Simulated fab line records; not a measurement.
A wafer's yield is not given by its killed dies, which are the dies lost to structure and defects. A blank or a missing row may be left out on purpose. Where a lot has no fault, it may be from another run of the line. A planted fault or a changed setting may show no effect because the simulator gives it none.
The same fault as seen by 2 desks :: flow sfq line :: every desk sees just its own numbers, and what lay behind them comes last

THE TOOL OWNER'S DESK: litho track-02
The tool's own readings at SFQ_TRILAYER_C5_LITHO_COAT_156 (resist thk 62 nm): means of the sampled wafers that have a number, for each lot that ran on this tool. Any lot whose mean is over 4 standard deviations away from the usual mean is out of limits and marked OUT; that distance is given in the brackets.
Columns: A = resist line temp C at SFQ_TRILAYER_C5_LITHO_COAT_156, usual 23.01 C
lot: L255
first seen here: day 63 11:02
A: 22.95

lot: L257
first seen here: day 63 20:35
A: 22.96

lot: L258
first seen here: day 63 21:47
A: 23.10

lot: L259
first seen here: day 64 04:59
A: 23.18

lot: L260
first seen here: day 64 07:23
A: 23.00

lot: L262
first seen here: day 65 03:26
A: 23.00

lot: L270
first seen here: day 66 22:49
A: 22.90

lot: L272
first seen here: day 67 06:59
A: 23.02

lot: L274
first seen here: day 67 16:55
A: 23.06
This desk found nothing out of limits on any of the 9 lots.

FROM THE METROLOGY DESK
Means of the sampled wafers that have a number, per lot and without regard to the tool the lot ran on: this is what the gauges read. Any lot whose mean is over 4 standard deviations away from the usual mean is out of limits and marked OUT; that distance is given in the brackets.
Columns: A = I5_OVL at SFQ_I5_OVL_MEAS_936, usual 0 nm
lot: L254
first seen here: day 63 07:35
A: -2

lot: L255
first seen here: day 63 09:59
A: 4

lot: L256
first seen here: day 63 16:15
A: -8

lot: L257
first seen here: day 63 19:35
A: -2

lot: L258
first seen here: day 63 20:47
A: 4

lot: L259
first seen here: day 64 03:59
A: -2

lot: L260
first seen here: day 64 06:23
A: 6

lot: L261
first seen here: day 64 10:50
A: -5

lot: L262
first seen here: day 65 02:26
A: 7

lot: L264
first seen here: day 66 04:58
A: -2

lot: L265
first seen here: day 66 06:10
A: -5

lot: L270
first seen here: day 66 21:46
A: 1

lot: L272
first seen here: day 67 05:56
A: 0

lot: L274
first seen here: day 67 15:55
A: 4

lot: L275
first seen here: day 67 20:43
A: -4
This desk found nothing out of limits on any of the 15 lots.

TAKEN TOGETHER
The tool owner's desk saw nothing out of limits.
Nothing out of limits was seen by the metrology desk.

WHAT THE SIMULATOR HAD INSERTED
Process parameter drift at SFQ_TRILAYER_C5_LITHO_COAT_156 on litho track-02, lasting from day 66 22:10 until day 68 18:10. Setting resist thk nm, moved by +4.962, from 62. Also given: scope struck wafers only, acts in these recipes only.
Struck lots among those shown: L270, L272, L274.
